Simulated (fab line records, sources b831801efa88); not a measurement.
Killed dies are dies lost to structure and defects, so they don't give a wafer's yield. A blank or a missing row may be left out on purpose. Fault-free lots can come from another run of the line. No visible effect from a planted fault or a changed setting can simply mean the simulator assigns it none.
Code-filled problem report in 8D (eight disciplines) form + flow sfqLine + the parts of the form that need people (team, actions taken, sign-off) are left out

1. WHAT IS WRONG
Mean L0_MONX_KI_RS at SFQ_L0_RS_MEAS_901: 31.1 ohm/sq over 4 wafers in 3 lots; fault-free wafers: 43.5 ohm/sq, standard deviation 0.47. That is -26 standard deviations from the usual mean.
The step: measures by four-point-probe.
First seen on wafer L266.6, day 4 00:36, on filmMetro-02. The record has a number at this step for 42 wafers belonging to 15 lots. Rule for "out", or "out of limits": more than 4 standard deviations from the usual mean. The rest of the wafers with a number are treated as sound.

2. WHAT IT IS AND WHAT IT IS NOT
| question                    | is                                       | is not                                                                                       |
|-----------------------------|------------------------------------------|----------------------------------------------------------------------------------------------|
| which readings at this step | L0_MONX_KI_RS                            | -                                                                                            |
| which lots                  | L266, L268, L269                         | L254, L255, L256, L257, L258, L259, L264, L265, L271, L274, L275, L276                       |
| which wafers of those lots  | L266.6, L268.5, L269.5, L269.6           | L266.3, L268.3                                                                               |
| read on which gauges        | filmMetro-01, filmMetro-02, filmMetro-04 | -                                                                                            |
| when                        | from day 4 00:36                         | up to then (25 sound wafers); but 13 sound wafers of L268, L271, L274, L275, L276 came after |

3. THE SUSPECTS, EACH WITH WHAT RULES IT OUT
Counting: any tool at a process step up to the reading remains a suspect provided it ran every lot that is out. Sound lots after the first of them don't rule it out here, since some wafers of a struck lot are sound.
- the gauge at SFQ_L0_RS_MEAS_901: ruled out. The wafers that are out were read on 3 gauges (filmMetro-01, filmMetro-02, filmMetro-04).
- pvdSputter-03 at SFQ_TRILAYER_L0_DEP_SPUTTER_003 (material MoNx KI, target thk 40 nm, time 100 s): kept. It processed each lot that is out (first: L266, day 4 00:29); up to then, its last sound lot is L259 (day 2 13:29).
Left after counting: pvdSputter-03 at SFQ_TRILAYER_L0_DEP_SPUTTER_003.

4. THE CAUSE (what the simulator had put in)
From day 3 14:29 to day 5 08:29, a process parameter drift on pvdSputter-03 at SFQ_TRILAYER_L0_DEP_SPUTTER_003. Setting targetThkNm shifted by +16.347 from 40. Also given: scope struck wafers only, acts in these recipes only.
The count eliminated every tool but this one.

5. THE EFFECT CHAIN, in route order
Each row: a reading whose mean over the struck wafers that have a number lies more than 3 standard deviations from the usual. Only readings whose record carries a usual standard deviation are examined. hours: median over the lots of the time between each lot's start at the first step of this table that gives one and its start at this step. sigmas: the change, counted in usual standard deviations.
| hours | step                                | reading        | usual       | on struck wafers | change | sigmas |
|-------|-------------------------------------|----------------|-------------|------------------|--------|--------|
| 0     | SFQ_L0_RS_MEAS_901                  | L0_MONX_KI_RS  | 43.5 ohm/sq | 31.1             | -12.4  | -26    |
| 0     | SFQ_L0_THK_MEAS_902                 | L0_MONX_KI_THK | 39.6 nm     | 55.5             | +15.9  | +33    |
| 74    | SFQ_TRILAYER_L0_ETCH_METAL_ETCH_008 | oesProductAu   | 0.874 a.u.  | 0.995            | +0.121 | +17    |
The process steps in it:
- SFQ_TRILAYER_L0_ETCH_METAL_ETCH_008: etches MoNx KI in SF6/O2, stops on SiO2, target depth 50 nm, time 25 s.

6. WHAT WOULD HAVE CAUGHT IT SOONER
The first out-of-limits reading at a measuring or inspecting step in this record came at day 4 00:36, 10 hours after the fault's start at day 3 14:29.
Of the tool readings at SFQ_TRILAYER_L0_DEP_SPUTTER_003 for which the record gives a usual standard deviation, none was out on any struck wafer, so an alarm limit of 4 standard deviations on them would not have fired.
Of the lots that are out (3), L268, L269 began SFQ_TRILAYER_L0_DEP_SPUTTER_003 on pvdSputter-03 after day 4 00:36. A hold on the tool at that time would have spared those 2.
